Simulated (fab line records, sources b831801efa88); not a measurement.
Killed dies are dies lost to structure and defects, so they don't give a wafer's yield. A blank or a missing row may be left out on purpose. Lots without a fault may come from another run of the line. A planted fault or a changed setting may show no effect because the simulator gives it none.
Chamber matching | flow gf180mcu | GF_V4_CMP_04 on cmp-01: 4 sister chambers
The step polishes SiO2. 8 wafers are shown with their chamber, then 8 later ones without.

WAFERS WITH THEIR CHAMBER
wafer  | chamber | motor_current_A (A) | time_to_endpoint_s (s)
L497.1 | 2       | 11.8                | 81
L497.2 | 1       | 12.6                | 79
L497.5 | 2       | 12.0                | 89
L502.2 | 0       | 11.4                | 80
L502.6 | 0       | 11.9                | 85
L504.4 | 1       | 12.5                | 83
L504.6 | 3       | 13.2                | 81
L509.2 | 3       | 13.7                | 82

WAFERS WITHOUT THEIR CHAMBER
wafer  | motor_current_A (A) | time_to_endpoint_s (s)
L509.3 | 10.8                | 77
L509.4 | 11.9                | 88
L511.1 | 11.4                | 78
L511.3 | 13.1                | 75
L511.4 | 11.5                | 80
L513.1 | 14.1                | 81
L513.2 | 11.2                | 76
L513.6 | 12.0                | 80

WHICH CHAMBER EACH WENT THROUGH
wafer  | from the rows above          | in truth
L509.3 | can't be placed: 0 or 2      | 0
L509.4 | can't be placed: 2 or 0      | 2
L511.1 | can't be placed: 0 or 2      | 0
L511.3 | can't be placed: 3 or 1      | 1
L511.4 | can't be placed: 0 or 2      | 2
L513.1 | 3                            | 3
L513.2 | can't be placed: 0 or 2      | 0
L513.6 | can't be placed: 2 or 0 or 1 | 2
Placed correctly: 1 of 8. Can't be placed from these rows: 7 (the true chamber is among the candidates in 7). Placed wrongly: 0.
How it was worked out, from the rows above alone: a wafer's distance from a chamber is the root of the sum, over the readings, of the square of ((its reading less the chamber's mean) divided by the reading's scatter). The wafer belongs to the nearest chamber; if the next one is less than 2 further off, it can't be placed. A chamber's mean is the mean of its shown wafers. The scatter: the root of (the sum of the squares of (reading less its chamber's mean) over the shown wafers, divided by (wafers less chambers)).
